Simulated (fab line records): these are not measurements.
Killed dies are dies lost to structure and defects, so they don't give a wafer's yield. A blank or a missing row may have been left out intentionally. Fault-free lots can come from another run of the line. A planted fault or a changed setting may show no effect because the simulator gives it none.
2 desks, one fault | flow gf180mcu | each desk has only its own numbers; what lay behind them comes last

## FOR THE TOOL OWNER'S DESK: cvdW-02
The tool's own readings at GF_V2_CVD_23 (deposits W, target thk 350 nm, time 104.94 s): means of the sampled wafers that have a number, for each lot that ran on this tool. Any lot whose mean is over 4 standard deviations away from the usual mean is out of limits and marked OUT; that distance is given in the brackets.
Columns: A = heaterPowerW at GF_V2_CVD_23, usual 886 W; B = susceptorTempC at GF_V2_CVD_23, usual 399.98 C
lot  | first seen here | A   | B
L867 | day 21 01:54    | 842 | 400.01
L868 | day 21 19:26    | 879 | 399.81
L875 | day 24 06:16    | 874 | 399.94
L877 | day 24 20:22    | 893 | 400.20
L883 | day 26 16:16    | 958 | 417.43 (+76) OUT
L884 | day 27 00:49    | 963 | 417.90 (+78) OUT
This desk finds L883, L884 out of limits, L883 being first, at day 26 16:16 (susceptorTempC at GF_V2_CVD_23). In limits: L867, L868, L875, L877.

## THE METROLOGY DESK
Lot by lot, what the gauges showed, no matter which tool ran the lot: averages of those sampled wafers that carry a number. Any lot whose mean is over 4 standard deviations away from the usual mean is out of limits and marked OUT; that distance is given in the brackets.
Columns: A = cdNm at GF_M2_CD_MEAS_14, usual 280.0 nm; B = V2_W_RS at GF_V2_RS_MEAS_24, usual 0.326 ohm/sq; C = V2_W_THK at GF_V2_THK_MEAS_25, usual 355 nm
lot  | first seen here | A     | B               | C
L867 | day 19 22:51    | 279.8 | 0.319           | 364
L868 | day 20 16:57    | 280.4 | 0.322           | 360
L869 | day 21 06:44    | 278.2 | 0.331           | 353
L874 | day 22 21:11    | 277.8 | 0.325           | 360
L875 | day 23 05:33    | 279.1 | 0.329           | 354
L876 | day 23 12:54    | 282.2 | 0.327           | 354
L877 | day 23 19:39    | 278.5 | 0.327           | 354
L883 | day 25 16:12    | 281.0 | 0.239 (-23) OUT | 487 (+26) OUT
L884 | day 26 00:42    | 280.5 | 0.239 (-23) OUT | 489 (+26) OUT
L888 | day 27 10:30    | 280.2 | 0.330           | 346
This desk's finding: out of limits on L883, L884; first on L883, day 26 16:23 (V2_W_RS at GF_V2_RS_MEAS_24). In limits: L867, L868, L869, L874, L875, L876, L877, L888.

## BROUGHT TOGETHER
On L883, L884, at day 26 16:16, an alarm was possible from the tool owner's desk.
On L883, L884, the metrology desk was in a position to raise an alarm at day 26 16:23.
Of the lots named, all ran GF_V2_CVD_23 on cvdW-02.

## WHAT WAS PUT IN BY THE SIMULATOR
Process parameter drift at GF_V2_CVD_23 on cvdW-02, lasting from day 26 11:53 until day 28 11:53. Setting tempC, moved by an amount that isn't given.
Shown lots that were struck: L883, L884.
Counting hours from when the fault started, the first reading out of limits came at 4 for the tool owner's desk and at 4 for the metrology desk.
